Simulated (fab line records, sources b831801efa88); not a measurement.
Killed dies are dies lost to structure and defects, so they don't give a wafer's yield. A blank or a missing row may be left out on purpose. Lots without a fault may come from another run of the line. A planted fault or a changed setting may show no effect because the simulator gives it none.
fab line records | flow sfq_line
record lots=13 wafers=39 last_day=93
route steps=325 shown M1@59 I4@164 M7@294 I7@296
lots that met no fault: from a run of the same line without faults
start_h: hours from the record's first day to the start of the lot's first wafer shown | wait_h: hours since the lot's step before | " the same as in the row above | L1.1+2: a row that stands for several wafers | - no value, or no start given | * or withheld: withheld | < > ~ a bound
route shown NAME@n: a module of which the file shows steps, and the number in the route of the first | usual: mean/standard deviation of fault-free wafers | same: alike in all rows | chamber/n: place in a boat | sites: the reading at each site | _std_site: their standard deviation | _edge_site: outer sites' mean less inner sites' | radius_mm: how far each site lies from the wafer's centre | mask NAME#n: copy n | behind: the tool/chamber that last shaped the wafer | hold: why the lot was held/for how many hours/how that ended | device: the transistor (n, p or np) that didn't switch | end of line: the same wafers' tests at the end of the route | a step without rows: its recipe alone | killed: dies lost to structure and defects at the first sort, not the wafer's yield | map: a wafer's dies, x killed, . not, _ none there
set.NAME: the setting as run; set.NAME@STEP: as run at that earlier step | model.NAME: the simulator's own value behind a step, which no gauge read
steps of the route over a sample of lots; a table a step, a row a wafer
services: from which hour (start_h, from the record's first day; less than 0 if before it) a tool's chamber was out of use, for how many hours, and why
## steps
# step SFQ_TRILAYER_M1_DEP_SPUTTER_037
# recipe material=Nb base_pressure_pa=1.33e-06 chamber_pressure_pa=0.1333 substrate_temp_c=20 resputter_cathode_voltage_v=400 target_thk_nm=200 power_w=2000 time_s=133.3
# usual cathode_dc_power_W=2000.0/0.36 substrate_temp_c=20.00/0.11 throttle_valve_pct=29.7/0.91
# columns lot.wafer tool chamber start_h wait_h cathode_dc_power_W substrate_temp_c throttle_valve_pct
L474.2 pvd_sputter-06 - 334.49 0.0 2000.0 20.08 30.7
L474.3 " - " " 1999.4 20.08 28.4
L474.6 " - " " 2000.2 20.08 28.4
L475.1 pvd_sputter-04 - 339.75 0.0 1999.8 20.01 29.5
L475.3 " - " " 2000.3 19.89 31.5
L475.4 " - " " 1999.8 20.02 29.0
L476.2 pvd_sputter-04 - 355.33 0.0 1999.7 20.02 29.4
L476.3 " - " " 1999.9 20.13 31.4
L476.6 " - " " 1999.9 20.04 31.4
L477.2 pvd_sputter-04 - 358.93 0.0 1999.8 19.87 30.2
L477.5 " - " " 1999.6 20.14 28.7
L477.6 " - " " 2000.0 19.97 29.4
L478.4 pvd_sputter-03 - 365.06 0.0 1999.9 20.03 30.1
L478.5 " - " " 2000.1 19.82 29.4
L478.6 " - " " 1999.6 20.06 28.3
L483.2 pvd_sputter-03 - 441.56 0.0 1999.6 19.80 30.1
L483.3 " - " " 1999.9 20.02 28.2
L483.4 " - " " 1999.5 20.07 29.8
L487.1 pvd_sputter-03 - 473.42 0.0 2000.0 20.16 28.3
L487.2 " - " " 1999.8 20.00 29.5
L487.4 " - " " 2000.0 20.02 30.1
L491.4 pvd_sputter-03 - 536.48 0.0 2000.4 20.20 28.4
L491.5 " - " " 1999.9 19.98 29.8
L491.6 " - " " 1999.9 20.21 28.3
L492.2 pvd_sputter-04 - 548.48 0.0 1999.7 19.96 31.5
L492.3 " - " " 2000.1 20.15 28.9
L492.4 " - " " 2000.3 19.91 29.6
L493.4 pvd_sputter-06 - 568.88 0.0 2000.4 19.92 29.7
L493.5 " - " " 2000.1 19.73 30.6
L493.6 " - " " 1999.6 19.87 29.5
L495.1 pvd_sputter-03 - 592.35 0.0 2000.0 20.01 29.5
L495.2 " - " " 2000.3 20.03 30.3
L495.3 " - " " 2000.4 19.81 28.2
L496.1 pvd_sputter-03 - 604.47 0.0 2000.5 20.06 30.2
L496.3 " - " " 1999.9 20.05 29.4
L496.6 " - " " 1999.4 20.04 29.5
L497.1 pvd_sputter-03 - 620.40 0.0 2000.0 20.08 30.5
L497.3 " - " " 1999.7 20.01 28.3
L497.4 " - " " 1999.4 20.02 30.0
# step SFQ_M1_RS_MEAS_909
# recipe thk_meas_gauge=four-point-probe reads=Nb_of_TRILAYER_M1_DEP_SPUTTER_037
# usual M1_NB_RS=0.887/0.0081
# columns lot.wafer tool chamber start_h wait_h hold M1_NB_RS[ohm/sq]
L474.2 film_metro-04 - 334.60 0.1 - 0.882
L474.3 " - " " - 0.890
L474.6 " - " " - 0.890
L475.1 film_metro-01 - 339.84 0.0 - 0.891
L475.3 " - " " - 0.891
L475.4 " - " " - 0.887
L476.2 film_metro-03 - 355.45 0.1 - 0.886
L476.3 " - " " - 0.881
L476.6 " - " " - 0.877
L477.2 film_metro-01 - 359.05 0.1 - 0.906
L477.5 " - " " - 0.899
L477.6 " - " " - 0.904
L478.4 film_metro-04 - 365.21 0.1 - 0.878
L478.5 " - " " - 0.878
L478.6 " - " " - 0.874
L483.2 film_metro-03 - 441.67 0.1 - 0.880
L483.3 " - " " - 0.876
L483.4 " - " " - 0.880
L487.1 film_metro-01 - 473.51 0.0 await_dispo/0.2h/release 1.509
L487.2 " - " " await_dispo/0.2h/release 1.525
L487.4 " - " " await_dispo/0.2h/release 0.901
L487.1 film_metro-01 - 473.79 0.3 - 1.510
L487.2 " - " " - 1.523
L487.4 " - " " - 0.903
L491.4 film_metro-04 - 536.63 0.1 - 0.888
L491.5 " - " " - 0.885
L491.6 " - " " - 0.889
L492.2 film_metro-04 - 548.59 0.1 - 0.874
L492.3 " - " " - 0.875
L492.4 " - " " - 0.884
L493.4 film_metro-01 - 569.03 0.1 - 0.892
L493.5 " - " " - 0.890
L493.6 " - " " - 0.892
L495.1 film_metro-04 - 592.44 0.0 - 0.880
L495.2 " - " " - 0.881
L495.3 " - " " - 0.880
L496.1 film_metro-01 - 604.56 0.0 - 0.889
L496.3 " - " " - 0.901
L496.6 " - " " - 0.895
L497.1 film_metro-03 - 620.49 0.0 - 0.887
L497.3 " - " " - 0.889
L497.4 " - " " - 0.893
# step SFQ_TRILAYER_M1_ETCH_METAL_ETCH_042
# recipe target=Nb stop_on=SiO2 mask_material=PR chemistry=Cl2/Ar target_depth_nm=240 icp_w=600 bias_w=80 pressure_mtorr=10 time_s=120
# usual drypump_motor_current_A=5.9/0.35 oes_product_au=0.896/0.0068
# columns lot.wafer tool chamber start_h wait_h drypump_motor_current_A oes_product_au rf_hours_counter_h
L474.2 rie_metal-03 1 482.12 0.0 6.3 0.892 56
L474.3 " 1 " " 6.3 0.893 -
L474.6 " 1 " " 6.3 0.901 -
L475.1 rie_metal-03 0 488.12 0.0 5.5 0.899 104
L475.3 " 0 " " 5.5 0.895 -
L475.4 " 1 " " 6.3 0.892 -
L476.2 rie_metal-04 0 505.59 0.1 5.7 0.897 -
L476.3 " 0 " " 5.7 0.909 -
L476.6 " 0 " " 5.7 0.896 -
L477.2 rie_metal-03 0 512.11 0.0 5.4 0.881 108
L477.5 " 0 " " 5.4 0.885 -
L477.6 " 1 " " 6.3 0.895 -
L478.4 rie_metal-01 1 519.36 0.1 5.9 0.903 -
L478.5 " 1 " " 5.9 0.892 -
L478.6 " 0 " " 5.7 0.905 -
L483.2 rie_metal-03 0 609.58 0.0 5.4 0.901 121
L483.3 " 1 " " 6.3 0.901 -
L483.4 " 0 " " 5.4 0.893 -
L487.1 rie_metal-03 0 622.77 0.0 5.4 0.684 123
L487.2 " 1 " " 6.3 0.682 75
L487.4 " 0 " " 5.4 0.885 -
L491.4 rie_metal-03 0 627.61 0.1 5.4 0.896 -
L491.5 " 0 " " 5.4 0.910 -
L491.6 " 1 " " 6.3 0.890 -
L492.2 rie_metal-04 1 628.77 0.0 6.2 0.899 135
L492.3 " 1 " " 6.2 0.899 -
L492.4 " 0 " " 5.7 0.905 -
L493.4 rie_metal-03 1 630.01 0.1 6.3 0.896 -
L493.5 " 1 " " 6.3 0.889 -
L493.6 " 0 " " 5.4 0.888 -
L495.1 rie_metal-03 0 632.37 0.0 5.4 0.889 125
L495.2 " 1 " " 6.3 0.903 77
L495.3 " 0 " " 5.4 0.901 -
L496.1 rie_metal-04 0 633.57 0.0 5.7 0.889 23
L496.3 " 0 " " 5.7 0.883 -
L496.6 " 0 " " 5.7 0.886 -
L497.1 rie_metal-04 1 635.97 0.0 6.3 0.892 137
L497.3 " 1 " " 6.2 0.896 -
L497.4 " 0 " " 5.7 0.895 -
# step SFQ_TRILAYER_I4_CMP_CMP_100
# recipe material=SiO2 down_force_psi=3 platen_rpm=60 pad_velocity_m_s=0.94248
# usual motor_current_A=10.5/1.1 retaining_ring_pressure_frac=1.000/0.005 time_to_endpoint_s=216/5.5
# columns lot.wafer tool chamber start_h wait_h motor_current_A retaining_ring_pressure_frac time_to_endpoint_s
L474.3 cmp-02 0 964.64 1.6 12.9 1.000 214
L474.2 " 2 965.64 2.6 9.8 1.003 214
L474.6 " 1 967.14 4.0 10.2 1.006 216
L475.4 cmp-01 2 976.31 0.0 11.1 0.997 220
L475.3 " 3 " " 8.3 0.997 214
L475.1 " 1 977.81 1.5 11.4 1.001 216
L476.2 cmp-02 1 1102.48 0.1 9.8 0.999 208
L476.3 " 0 1103.98 1.5 13.2 0.996 213
L476.6 " 2 1104.98 2.5 9.9 0.999 221
L477.2 cmp-01 3 1105.27 1.5 8.9 0.999 213
L477.5 " 0 " " 11.0 0.994 214
L477.6 " 1 " " 10.8 1.005 221
L478.4 cmp-01 0 1120.98 1.2 10.9 0.996 218
L478.5 " 3 1122.48 2.7 8.7 0.994 226
L478.6 " 0 " " 11.0 0.992 225
L483.4 cmp-01 2 1314.45 13.0 11.1 0.996 211
L483.3 " 3 " " 8.3 0.996 215
L483.2 " 0 " " 11.5 0.998 212
L487.4 cmp-02 3 1329.37 12.0 9.9 0.990 216
L487.1 " 1 1330.37 13.0 9.8 0.992 217
L487.2 " 2 " " 10.0 0.994 220
L491.4 cmp-01 0 1340.95 10.6 11.2 0.998 219
L491.5 " 0 1342.95 12.6 11.1 1.000 223
L491.6 " 1 " " 10.5 0.996 221
L492.4 cmp-01 2 1439.30 1.1 11.7 0.998 218
L492.2 " 3 " " 8.0 0.995 214
L492.3 " 0 " " 11.1 1.008 214
L493.4 cmp-01 0 1443.30 3.9 11.5 0.997 211
L493.6 " 1 " " 10.7 1.004 218
L493.5 " 2 " " 11.7 0.993 206
L495.3 cmp-02 1 1446.20 1.9 10.0 1.000 215
L495.1 " 2 " " 9.9 1.004 214
L495.2 " 3 " " 10.2 0.998 217
L496.3 cmp-02 1 1452.20 5.5 9.7 0.988 212
L496.1 " 3 1453.20 6.5 10.4 0.994 214
L496.6 " 1 1454.20 7.5 9.8 0.991 211
L497.3 cmp-02 2 1455.20 4.9 9.7 0.998 209
L497.1 " 3 " " 9.9 0.995 215
L497.4 " 1 1456.70 6.4 9.4 1.004 221
# step SFQ_TRILAYER_M7_STRIP_STRIP_181
# recipe gas=O2 power_w=200 platen_temp_c=40 overash_fraction=0.65 chemistry=O2 pressure_mtorr=50
# usual drypump_motor_current_A=6.2/0.47 oes_product_au=1.000/0.006 platen_temp_c=40.01/0.11
# columns lot.wafer tool chamber start_h wait_h drypump_motor_current_A oes_product_au platen_temp_c rf_hours_counter_h
L474.2 rie_metal-02 1 1856.19 0.1 6.8 1.003 40.07 111
L474.3 " 0 " " 6.4 1.001 40.18 -
L474.6 " 1 " " 6.8 1.012 39.87 -
L475.1 rie_metal-03 0 1857.39 0.1 5.5 0.996 40.11 14
L475.3 " 1 " " 6.3 1.004 39.97 -
L475.4 " 0 " " 5.4 1.010 39.94 -
L476.2 rie_metal-02 0 1889.85 0.1 6.4 0.993 39.88 55
L476.3 " 1 " " 6.8 1.003 40.14 -
L476.6 " 0 " " 6.4 0.990 39.83 -
L477.2 rie_metal-03 1 1890.99 0.1 6.3 1.002 39.70 122
L477.5 " 1 " " 6.3 0.994 39.91 -
L477.6 " 0 " " 5.4 0.992 40.20 -
L478.4 rie_metal-01 0 1961.56 0.2 5.7 0.997 40.14 -
L478.5 " 1 " " 5.9 1.005 39.88 -
L478.6 " 0 " " 5.7 0.999 39.91 -
L483.2 rie_metal-01 1 1980.38 0.1 5.9 0.992 39.84 69
L483.3 " 1 " " 5.9 0.997 39.92 -
L483.4 " 0 " " 5.7 0.994 39.90 -
L487.1 rie_metal-02 0 1986.38 0.1 6.4 0.998 40.05 72
L487.2 " 1 " " 6.8 1.005 39.95 134
L487.4 " 0 " " 6.4 0.996 40.21 -
L491.4 rie_metal-03 1 1996.18 0.2 6.3 1.002 39.95 -
L491.5 " 0 " " 5.4 0.994 40.04 -
L491.6 " 1 " " 6.3 0.991 40.00 -
L492.2 rie_metal-01 1 2046.36 0.4 5.9 1.009 39.98 -
L492.3 " 1 " " 5.9 0.994 40.02 -
L492.4 " 1 " " 5.9 0.994 40.05 -
L493.4 rie_metal-03 0 2050.98 0.2 5.4 1.000 40.11 -
L493.5 " 1 " " 6.3 1.002 40.19 -
L493.6 " 0 " " 5.4 0.995 40.18 -
L495.1 rie_metal-02 0 2062.78 0.1 6.4 1.002 40.02 89
L495.2 " 1 " " 6.8 1.003 39.99 1
L495.3 " 0 " " 6.4 0.997 40.05 -
L496.1 rie_metal-02 0 2068.78 0.1 6.4 0.996 40.16 90
L496.3 " 0 " " 6.4 1.000 39.93 -
L496.6 " 1 " " 6.8 1.000 40.07 -
L497.1 rie_metal-03 1 2070.98 0.1 6.3 1.004 40.07 8
L497.3 " 1 " " 6.3 1.003 39.82 -
L497.4 " 0 " " 5.5 0.996 40.15 -
# step SFQ_TRILAYER_I7_DEP_PECVD_183
# recipe material=SiO2 temp_c=150 time_s=111.11 pressure_torr=2.4 rf_w=183.3 precursor=SiH4/N2O target_thk_nm=500
# usual chamber_pressure_Torr=2.400/0.0054 heater_power_w=84/13 throttle_valve_pct=24.5/1.3
# columns lot.wafer tool chamber start_h wait_h chamber_pressure_Torr heater_power_w throttle_valve_pct
L474.2 pecvd-04 2 1856.97 0.0 2.400 72 26.2
L474.3 " 1 " " 2.404 68 25.0
L474.6 " 2 " " 2.395 75 26.6
L475.1 pecvd-03 2 1858.17 0.0 2.392 80 24.1
L475.3 " 0 " " 2.404 109 25.6
L475.4 " 2 " " 2.400 83 23.8
L476.2 pecvd-02 1 1890.83 0.0 2.401 65 24.1
L476.3 " 2 " " 2.407 72 22.8
L476.6 " 1 " " 2.404 67 23.9
L477.2 pecvd-04 1 1891.77 0.0 2.400 76 25.0
L477.5 " 2 " " 2.412 63 26.4
L477.6 " 0 " " 2.403 88 25.0
L478.4 pecvd-03 2 1962.17 0.0 2.398 72 24.6
L478.5 " 1 " " 2.397 87 22.7
L478.6 " 0 " " 2.402 109 26.1
L483.2 pecvd-04 1 1981.17 0.0 2.395 78 24.9
L483.3 " 0 " " 2.404 94 25.2
L483.4 " 0 " " 2.411 96 25.0
L487.1 pecvd-03 0 1987.17 0.0 2.399 110 26.3
L487.2 " 1 " " 2.401 90 22.5
L487.4 " 1 " " 2.403 88 22.9
L491.4 pecvd-04 2 1996.80 0.0 2.401 75 26.3
L491.5 " 0 " " 2.410 86 25.0
L491.6 " 1 " " 2.403 74 24.9
L492.2 pecvd-04 0 2047.54 0.0 2.400 86 24.9
L492.3 " 1 " " 2.401 78 24.9
L492.4 " 2 " " 2.400 72 26.6
L493.4 pecvd-03 2 2051.59 0.0 2.403 84 24.6
L493.5 " 0 " " 2.404 109 26.7
L493.6 " 1 " " 2.386 91 22.7
L495.1 pecvd-02 1 2063.76 0.0 2.394 71 24.5
L495.2 " 0 " " 2.404 109 24.5
L495.3 " 2 " " 2.397 78 23.0
L496.1 pecvd-03 1 2069.55 0.0 2.394 77 23.1
L496.3 " 0 " " 2.410 106 26.9
L496.6 " 0 " " 2.411 107 26.6
L497.1 pecvd-04 1 2071.75 0.0 2.393 68 21.7
L497.3 " 2 " " 2.400 70 23.8
L497.4 " 1 " " 2.394 72 21.9
## services
# columns tool chamber start_h hours kind
cmp-01 - 338.68 6.9 pm
cmp-01 - 364.45 1.7 repair
cmp-01 - 391.55 0.3 repair
pvd_sputter-03 - 404.02 2.8 repair
cmp-01 - 406.67 4.0 pm
cmp-01 - 427.19 0.4 repair
pvd_sputter-03 - 461.32 3.2 repair
rie_metal-03 - 525.62 2.8 pm
cmp-01 - 533.24 7.4 repair
pvd_sputter-03 - 538.91 1.9 repair
pvd_sputter-03 - 558.97 1.9 repair
rie_metal-03 0 640.01 8.3 repair
cmp-01 - 647.21 2.1 repair
rie_metal-03 1 900.67 1.8 repair
rie_metal-03 - 979.56 0.2 repair
rie_metal-03 0 1154.76 14.4 repair
rie_metal-03 1 1192.11 18.5 repair
rie_metal-03 - 1232.35 14.6 pm
rie_metal-03 - 1345.24 10.6 repair
rie_metal-03 1 1519.43 3.0 repair
rie_metal-03 - 1625.62 2.8 pm
rie_metal-03 - 1772.94 0.4 repair
rie_metal-03 0 1795.07 17.4 repair
rie_metal-03 - 1822.11 0.4 repair
## key
first_sign step=SFQ_M1_RS_MEAS_909 reading=visit direction=added
effect step=SFQ_M1_RS_MEAS_909 reading=M1_NB_RS direction=up sigmas=78 usual=0.887 struck=1.517
effect step=SFQ_TRILAYER_M1_ETCH_METAL_ETCH_042 reading=oes_product_au direction=down sigmas=31 usual=0.896 struck=0.683
met_at SFQ_TRILAYER_M1_DEP_SPUTTER_037
struck_lots L487
struck_wafers L487.1,L487.2
not_acting_at SFQ_TRILAYER_I4_CMP_CMP_100,SFQ_TRILAYER_M7_STRIP_STRIP_181,SFQ_TRILAYER_I7_DEP_PECVD_183
onset_between 441.56 473.42
fault kind=process_parameter_drift tool=pvd_sputter-03 chamber=- onset_h=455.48 steps=SFQ_TRILAYER_M1_DEP_SPUTTER_037 channel=target_thk_nm offset=-79.927 shape=step end_h=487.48 scope=struck_wafers_only acts_in=these_recipes_only stated=200
